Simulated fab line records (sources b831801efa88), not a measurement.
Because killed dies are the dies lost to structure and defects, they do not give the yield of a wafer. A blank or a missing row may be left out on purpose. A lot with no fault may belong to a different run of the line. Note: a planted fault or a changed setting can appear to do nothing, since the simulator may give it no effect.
The tool behind it: which one?	flow gf180mcu	36 wafers sampled from 12 lots at 1 step of a route of 602

WHAT EACH GAUGE READ, for each wafer
GF_M3_RS_MEAS_05: uses a four-point probe to measure. Usual: M3_ALCU_RS gives 0.0694 ohm/sq (standard deviation 0.00076).
lot	measured	on	M3_ALCU_RS (ohm/sq)	flag
L757	day 20 02:50	film_metro-01	0.0689 0.0684 0.0690	
L758	day 20 08:34	film_metro-04	0.0707 0.0700 0.0703	
L759	day 20 21:16	film_metro-01	0.0699 0.0695 0.0686	
L760	day 21 07:04	film_metro-01	0.0687 0.0692 0.0692	
L761	day 21 18:34	film_metro-01	0.0703 0.0692 0.0688	
L762	day 21 19:32	film_metro-02	0.0706 0.0705 0.0705	
L763	day 22 01:52	film_metro-01	0.0700 0.0690 0.0705	
L767	day 23 14:31	film_metro-01	0.0688 0.0697 0.0687	
L769	day 24 15:43	film_metro-02	0.0688 0.0684 0.0693	
L771	day 25 05:51	film_metro-01	0.0689 0.0689 0.0689	
L773	day 26 11:17	film_metro-02	0.0699 0.0696 0.0709	
L776	day 27 19:11	film_metro-01	0.0710 0.0707 0.0708	

TOOL THAT RAN EACH LOT (tool first, then ch and the chambers of the sampled wafers, then the start)
The record holds no process step before these readings.

AS READ BY THE TOOLS THEMSELVES (means over the sampled wafers that have a number; for cases with no such wafer, the mark the record gives instead)
The record holds no such reading with a usual standard deviation.

THE ANSWER, worked out from the rows above alone
Rule: a lot counts as off when the mean over its wafers that have a number is more than 3 standard deviations away from the usual mean. Also off: a lot with no number at a reading for which 4 or more lots have one. The other lots that the step has rows for count as sound. First the gauges in route order, then the tools' own readings, where a lot's mean is used as printed above. At the first step where some lot is off, the reading lying furthest off is the one used; lots without a number count as furthest.
Nothing can be told from this: no lot is off at any reading shown.

WHAT THE SIMULATOR HAD INSERTED
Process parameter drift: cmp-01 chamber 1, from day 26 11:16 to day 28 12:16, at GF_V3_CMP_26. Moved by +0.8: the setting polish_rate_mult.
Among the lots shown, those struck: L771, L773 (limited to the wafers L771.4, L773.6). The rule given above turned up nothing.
